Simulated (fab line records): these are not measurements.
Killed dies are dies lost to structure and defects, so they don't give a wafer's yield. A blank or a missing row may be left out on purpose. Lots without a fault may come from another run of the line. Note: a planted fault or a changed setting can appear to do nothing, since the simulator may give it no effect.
fab line records	flow sky130
record: lots: 14	wafers: 41	lastDay: 50
route steps=708 shown VT_ADJUST_HVTP@92 VT_ADJUST_HVTR@135 VT_ADJUST_PCH@153 PAD_OPEN@708
lots with no fault: from the same line, run without faults
startH: hours from the record's first day to the start of the lot's first wafer shown	waitH: hours elapsed since this lot's preceding step	" unchanged from the row above	L1.1+2: a row that stands for several wafers	- no value, or no start given	* or withheld: withheld	< > ~ a bound
route shown NAME@n: names a module that has steps shown in the file, with the first one's number in the route	usual: mean and standard deviation over wafers with no fault	same: alike in all rows	chamber/n: place in a boat	sites: each site's reading	_std_site: standard deviation of those values	_edge_site: mean of outer sites minus mean of inner sites	radiusMm: for every site, how far away it sits from the centre of the wafer	mask NAME#n: copy n	behind: tool/chamber where the wafer was last shaped	hold: why the lot was held/for how many hours/how that ended	device: the n, p or np transistor that did not switch	end of line: tests of these same wafers at the route's end	where a step has no rows: the recipe by itself	killed: the dies lost at the first sort to structure and to defects; this is not the yield of the wafer	map: a wafer's dies, x killed, . not, _ none there
set.NAME: setting as actually run; set.NAME@STEP: the setting as run at that earlier step	model.NAME: the simulator's own value behind a step, which no gauge read
a sample of lots followed through the steps of the route, with each step as a table and each wafer as a row
services: from which hour (startH, from the record's first day; less than 0 if before it) a tool's chamber was out of use, for how many hours, and why
== steps ==
step: SKY_VT_ADJUST_HVTP_CD_MEAS_07
recipe: targetCdNm: 380
usual: cdNm: 379.7/2.9
lot.wafer	tool	chamber	startH	waitH	cdNm
L283.1	cdSem-02	-	128.30	0.1	379.0
L283.4	"	-	"	"	381.7
L283.5	"	-	"	"	380.4
L284.1	cdSem-01	-	134.63	0.1	382.3
L284.5	"	-	"	"	378.2
L284.6	"	-	"	"	378.9
L285.1	cdSem-02	-	144.51	1.9	383.2
L285.3	"	-	"	"	384.2
L285.5	"	-	"	"	381.8
L286.2	cdSem-02	-	147.30	0.1	378.5
L286.4	"	-	"	"	373.3
L286.5	"	-	"	"	377.4
L287.2	cdSem-01	-	161.52	0.1	377.2
L287.4	"	-	"	"	376.0
L287.5	"	-	"	"	373.6
L288.1	cdSem-02	-	161.80	0.1	381.5
L288.3	"	-	"	"	382.0
L288.5	"	-	"	"	381.9
L289.2	cdSem-01	-	166.69	0.1	383.4
L289.3	"	-	"	"	383.2
L289.4	"	-	"	"	383.8
L290.3	cdSem-01	-	172.66	0.1	375.2
L290.4	"	-	"	"	377.5
L290.6	"	-	"	"	378.3
L292.3	cdSem-01	-	184.29	0.1	384.5
L292.6	"	-	"	"	382.2
L300.1	cdSem-02	-	232.82	0.1	379.2
L300.5	"	-	"	"	377.7
L300.6	"	-	"	"	376.6
L302.1	cdSem-02	-	251.87	0.1	379.2
L302.3	"	-	"	"	379.4
L302.4	"	-	"	"	378.7
L303.4	cdSem-01	-	258.06	0.1	376.9
L303.5	"	-	"	"	375.8
L303.6	"	-	"	"	375.9
L304.1	cdSem-02	-	262.20	0.1	377.5
L304.4	"	-	"	"	378.0
L304.6	"	-	"	"	379.5
L305.1	cdSem-01	-	271.78	0.1	379.2
L305.4	"	-	"	"	377.0
L305.6	"	-	"	"	380.0
step: SKY_VT_ADJUST_HVTR_EXPOSE_04
recipe: maskId: HVTRM	targetCdNm: 380	na: 0.6	sourceShape: conventional	sigmaOuter: 0.6	doseMj: 150
same: na: 0.6
lot.wafer	tool	chamber	startH	waitH	mask
L283.1+4+5	ilineStepper-01	0	198.71	-	HVTRM#0
L284.1+5+6	ilineStepper-02	0	203.57	-	HVTRM#0
L285.1+3+5	ilineStepper-01	0	215.26	-	HVTRM#0
L286.2+4+5	ilineStepper-01	0	220.02	-	HVTRM#0
L287.2+4+5	ilineStepper-01	0	235.40	-	HVTRM#0
L288.1+3+5	ilineStepper-01	0	235.98	-	HVTRM#0
L289.2+3+4	ilineStepper-01	0	240.79	-	HVTRM#0
L290.3+4+6	ilineStepper-01	0	248.62	-	HVTRM#0
L292.3+6	ilineStepper-01	0	261.94	-	HVTRM#0
L300.1+5+6	ilineStepper-02	0	320.28	-	HVTRM#0
L302.1+3+4	ilineStepper-02	0	341.05	-	HVTRM#0
L303.4+5+6	ilineStepper-01	0	347.83	-	HVTRM#0
L304.1+4+6	ilineStepper-01	0	352.63	-	HVTRM#0
L305.1+4+6	ilineStepper-02	0	362.82	-	HVTRM#0
step: SKY_VT_ADJUST_HVTR_CD_MEAS_07
recipe: targetCdNm: 380
usual: cdNm: 379.7/2.2
lot.wafer	tool	chamber	startH	waitH	cdNm
L283.1	cdSem-01	-	208.38	0.1	381.4
L283.4	"	-	"	"	382.8
L283.5	"	-	"	"	381.7
L284.1	cdSem-01	-	214.23	0.1	377.0
L284.5	"	-	"	"	377.3
L284.6	"	-	"	"	379.6
L285.1	cdSem-01	-	226.93	0.1	380.1
L285.3	"	-	"	"	380.4
L285.5	"	-	"	"	381.0
L286.2	cdSem-01	-	231.15	0.1	378.4
L286.4	"	-	"	"	380.4
L286.5	"	-	"	"	379.0
L287.2	cdSem-01	-	247.02	0.1	384.5
L287.4	"	-	"	"	380.6
L287.5	"	-	"	"	381.2
L288.1	cdSem-01	-	247.77	0.1	377.6
L288.3	"	-	"	"	378.6
L288.5	"	-	"	"	377.9
L289.2	cdSem-01	-	251.24	0.1	377.3
L289.3	"	-	"	"	374.5
L289.4	"	-	"	"	377.0
L290.3	cdSem-01	-	259.54	0.1	377.0
L290.4	"	-	"	"	358.6
L290.6	"	-	"	"	357.5
L292.3	cdSem-01	-	274.21	0.1	381.6
L292.6	"	-	"	"	361.4
L300.1	cdSem-01	-	333.15	0.1	382.7
L300.5	"	-	"	"	381.1
L300.6	"	-	"	"	379.9
L302.1	cdSem-02	-	354.28	0.1	377.2
L302.3	"	-	"	"	378.9
L302.4	"	-	"	"	379.0
L303.4	cdSem-02	-	361.26	0.1	378.1
L303.5	"	-	"	"	376.0
L303.6	"	-	"	"	376.0
L304.1	cdSem-01	-	366.23	0.1	379.1
L304.4	"	-	"	"	379.3
L304.6	"	-	"	"	378.5
L305.1	cdSem-01	-	377.00	0.1	381.6
L305.4	"	-	"	"	379.7
L305.6	"	-	"	"	380.3
step: SKY_VT_ADJUST_HVTR_OVL_MEAS_08
usual: VT_ADJUST_HVTR_OVL: 0.0/1.3
lot.wafer	tool	chamber	startH	waitH	VT_ADJUST_HVTR_OVL[nm]
L283.1	overlay-02	-	208.50	0.1	3.5
L283.4	"	-	"	"	2.3
L283.5	"	-	"	"	1.9
L284.1	overlay-01	-	214.35	0.1	1.2
L284.5	"	-	"	"	-1.2
L284.6	"	-	"	"	-0.5
L285.1	overlay-02	-	227.05	0.1	3.7
L285.3	"	-	"	"	2.0
L285.5	"	-	"	"	2.4
L286.2	overlay-01	-	231.26	0.1	-1.3
L286.4	"	-	"	"	-0.2
L286.5	"	-	"	"	-0.9
L287.2	overlay-01	-	247.12	0.1	-1.5
L287.4	"	-	"	"	-1.1
L287.5	"	-	"	"	-1.0
L288.1	overlay-01	-	247.89	0.1	3.5
L288.3	"	-	"	"	-0.1
L288.5	"	-	"	"	0.8
L289.2	overlay-01	-	251.34	0.1	0.3
L289.3	"	-	"	"	0.9
L289.4	"	-	"	"	0.5
L290.3	overlay-01	-	259.63	0.1	-0.2
L290.4	"	-	"	"	0.5
L290.6	"	-	"	"	-0.7
L292.3	overlay-02	-	274.30	0.1	1.1
L292.6	"	-	"	"	-0.9
L300.1	overlay-02	-	333.27	0.1	1.1
L300.5	"	-	"	"	0.8
L300.6	"	-	"	"	1.5
L302.1	overlay-01	-	354.40	0.1	0.5
L302.3	"	-	"	"	0.1
L302.4	"	-	"	"	-2.5
L303.4	overlay-01	-	361.33	0.1	-1.5
L303.5	"	-	"	"	0.4
L303.6	"	-	"	"	0.5
L304.1	overlay-01	-	366.35	0.1	0.3
L304.4	"	-	"	"	-2.2
L304.6	"	-	"	"	-0.8
L305.1	overlay-02	-	377.12	0.1	-0.9
L305.4	"	-	"	"	-0.8
L305.6	"	-	"	"	-0.1
step: SKY_VT_ADJUST_PCH_TW_MEAS_10
usual: VT_ADJUST_PCH_TW: 142.7/1.4
lot.wafer	tool	chamber	startH	waitH	VT_ADJUST_PCH_TW
L283.1	filmMetro-04	-	232.12	0.1	142.4
L283.4	"	-	"	"	141.4
L283.5	"	-	"	"	141.4
L284.1	filmMetro-03	-	238.01	0.1	143.5
L284.5	"	-	"	"	143.0
L284.6	"	-	"	"	144.0
L285.1	filmMetro-03	-	250.12	0.1	143.4
L285.3	"	-	"	"	144.5
L285.5	"	-	"	"	143.6
L286.2	filmMetro-01	-	254.04	0.1	143.2
L286.4	"	-	"	"	144.6
L286.5	"	-	"	"	144.1
L287.2	filmMetro-01	-	271.29	0.1	143.8
L287.4	"	-	"	"	144.8
L287.5	"	-	"	"	143.7
L288.1	filmMetro-04	-	271.61	0.1	140.9
L288.3	"	-	"	"	142.1
L288.5	"	-	"	"	140.6
L289.2	filmMetro-01	-	275.82	0.1	143.9
L289.3	"	-	"	"	144.5
L289.4	"	-	"	"	144.5
L290.3	filmMetro-01	-	284.64	0.1	143.9
L290.4	"	-	"	"	144.8
L290.6	"	-	"	"	144.1
L292.3	filmMetro-04	-	299.64	0.1	141.4
L292.6	"	-	"	"	140.7
L300.1	filmMetro-03	-	360.83	0.1	144.2
L300.5	"	-	"	"	143.6
L300.6	"	-	"	"	144.0
L302.1	filmMetro-03	-	382.41	0.1	144.4
L302.3	"	-	"	"	144.3
L302.4	"	-	"	"	143.8
L303.4	filmMetro-04	-	389.86	0.1	141.5
L303.5	"	-	"	"	142.0
L303.6	"	-	"	"	140.7
L304.1	filmMetro-03	-	395.42	0.1	142.0
L304.4	"	-	"	"	141.4
L304.6	"	-	"	"	141.1
L305.1	filmMetro-04	-	405.86	0.1	141.3
L305.4	"	-	"	"	140.9
L305.6	"	-	"	"	141.8
step: SKY_PAD_OPEN_PROBE_99
usual: killed_at_M0_to_M3: 42/7.3	killed_at_M4_up: 3.2/1.8	killedAtContacts: 25/5.2	killedAtFrontEnd: 15/4.6	killedAtOther: 0.3/0.62	killedDies: 85/9.9	killedOpen: 46/7.1	killedShort: 38/5.7
same: grossDies: 492	killedAtBackSide: 0
lot.wafer	tool	chamber	startH	waitH	killed_at_M0_to_M3	killed_at_M4_up	killedAtContacts	killedAtFrontEnd	killedAtOther	killedDies	killedOpen	killedShort
L285.1	prober-01	-	1095.04	0.1	49	2	36	18	0	105	58	47
L285.3	prober-01	-	1095.14	0.2	46	4	38	18	0	106	61	44
L285.5	prober-01	-	1095.24	0.2	30	2	24	24	0	80	44	33
L290.3	prober-02	-	1129.18	0.2	38	4	23	15	1	81	41	40
L290.4	prober-02	-	1129.23	0.2	42	6	12	9	0	69	33	33
L290.6	prober-02	-	1129.33	0.2	56	4	20	15	0	95	53	42
L300.1	prober-02	-	1177.07	0.1	32	0	28	18	0	78	45	33
L300.5	prober-02	-	1177.27	0.2	36	2	19	19	0	76	37	39
L300.6	prober-02	-	1177.32	0.2	44	2	15	11	0	72	41	31
L303.4	prober-01	-	1191.82	0.2	40	2	19	17	0	78	46	32
L303.5	prober-01	-	1191.87	0.2	43	3	31	18	0	95	51	44
L303.6	prober-01	-	1191.92	0.2	35	2	26	18	1	82	49	33
killed by level:class
L285.1 CONTACT:geometricParticle:open=11 VIA2:geometricParticle:open=9 LI_CONTACT:geometricParticle:open=8 CONTACT:geometricParticle:short=8 VIA3:geometricParticle:open=8 METAL2:geometricParticle:short=8 VIA1:geometricParticle:open=7 VIA2:geometricParticle:short=7
L285.3 LI_CONTACT:geometricParticle:open=15 VIA1:geometricParticle:open=13 CONTACT:geometricParticle:open=10 VIA2:geometricParticle:open=8 FIELD_ISO:geometricParticle:short=6 METAL1:geometricParticle:short=5 LI_CONTACT:geometricParticle:short=4 LOCAL_INTERCONNECT:geometricParticle:short=4
L285.5 CONTACT:geometricParticle:open=11 VIA1:geometricParticle:open=7 POLY_GATE:geometricParticle:short=6 LI_CONTACT:geometricParticle:open=6 VIA3:geometricParticle:open=5 CONTACT:geometricParticle:short=5 VIA2:geometricParticle:open=5 FIELD_ISO:geometricParticle:short=4
L290.3 VIA1:geometricParticle:open=10 CONTACT:geometricParticle:short=6 CONTACT:geometricParticle:open=6 METAL2:geometricParticle:short=6 LI_CONTACT:geometricParticle:open=5 LOCAL_INTERCONNECT:geometricParticle:short=4 POLY_GATE:geometricParticle:short=4 POLY_GATE:geometricParticle:open=4
L290.4 VIA1:geometricParticle:open=8 METAL1:geometricParticle:short=6 VIA3:geometricParticle:open=6 METAL2:geometricParticle:short=5 VIA2:geometricParticle:open=5 FIELD_ISO:geometricParticle:short=4 CONTACT:geometricParticle:open=4 LI_CONTACT:geometricParticle:open=3
L290.6 VIA1:geometricParticle:open=16 CONTACT:geometricParticle:open=10 METAL2:geometricParticle:short=7 VIA3:geometricParticle:open=7 VIA1:geometricParticle:short=6 METAL1:geometricParticle:short=5 FIELD_ISO:geometricParticle:short=4 VIA2:geometricParticle:open=4
L300.1 CONTACT:geometricParticle:open=11 VIA1:geometricParticle:open=9 LI_CONTACT:geometricParticle:short=6 POLY_GATE:geometricParticle:short=5 LI_CONTACT:geometricParticle:open=5 VIA3:geometricParticle:open=5 POLY_GATE:geometricParticle:open=4 METAL2:geometricParticle:short=4
L300.5 CONTACT:geometricParticle:open=7 METAL1:geometricParticle:short=7 METAL2:geometricParticle:short=7 VIA2:geometricParticle:open=7 FIELD_ISO:geometricParticle:short=5 POLY_GATE:geometricParticle:open=5 LI_CONTACT:geometricParticle:open=5 VIA1:geometricParticle:open=5
L300.6 VIA2:geometricParticle:open=9 METAL2:geometricParticle:short=7 VIA3:geometricParticle:open=6 CONTACT:geometricParticle:open=5 VIA1:geometricParticle:open=5 LI_CONTACT:geometricParticle:open=4 POLY_GATE:geometricParticle:open=3 LOCAL_INTERCONNECT:geometricParticle:short=3
L303.4 VIA1:geometricParticle:open=12 METAL2:geometricParticle:short=6 FIELD_ISO:geometricParticle:short=5 VIA3:geometricParticle:open=5 LI_CONTACT:geometricParticle:open=5 CONTACT:geometricParticle:open=5 VIA2:geometricParticle:open=5 CONTACT:geometricParticle:short=4
L303.5 CONTACT:geometricParticle:open=15 VIA1:geometricParticle:open=12 FIELD_ISO:geometricParticle:short=8 VIA2:geometricParticle:open=8 LI_CONTACT:geometricParticle:open=6 CONTACT:geometricParticle:short=5 METAL2:geometricParticle:short=5 VIA3:geometricParticle:short=5
L303.6 VIA1:geometricParticle:open=11 CONTACT:geometricParticle:open=8 FIELD_ISO:geometricParticle:open=7 VIA2:geometricParticle:open=7 LI_CONTACT:geometricParticle:open=6 LOCAL_INTERCONNECT:geometricParticle:short=6 VIA3:geometricParticle:open=4 FIELD_ISO:geometricParticle:short=3
== services ==
tool	chamber	startH	hours	kind
ilineStepper-02	0	204.76	-	calibration
ilineStepper-01	-	311.66	1.7	pm
ilineStepper-02	-	338.83	1.7	pm
== key ==
firstSign: step: SKY_VT_ADJUST_HVTR_CD_MEAS_07	reading: cdNm	direction: down	sigmas: 9.2	usual: 379.7	struck: 359.2
effect none on later readings
metAt SKY_VT_ADJUST_HVTR_EXPOSE_04
struckLots L290,L292
struckWafers L290.4,L290.6,L292.6
testerLeftOut L290,L292
notActingAt SKY_VT_ADJUST_HVTP_CD_MEAS_07,SKY_VT_ADJUST_HVTR_OVL_MEAS_08,SKY_VT_ADJUST_PCH_TW_MEAS_10
onsetBetween 240.79 248.62
fault: kind: processParameterDrift	tool: ilineStepper-01	chamber: -	onsetH: 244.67	steps: SKY_VT_ADJUST_HVTR_EXPOSE_04	channel: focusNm	offset: 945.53	shape: step	endH: 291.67	scope: struckWafersOnly
testerLeftOut: of these lots the tester's yield and bins aren't shown, on N5 and GAA mostly nor the transistor test; their killed dies are dies lost to structure and defects alone, not to doping, threshold or leakage, so they don't give the yield
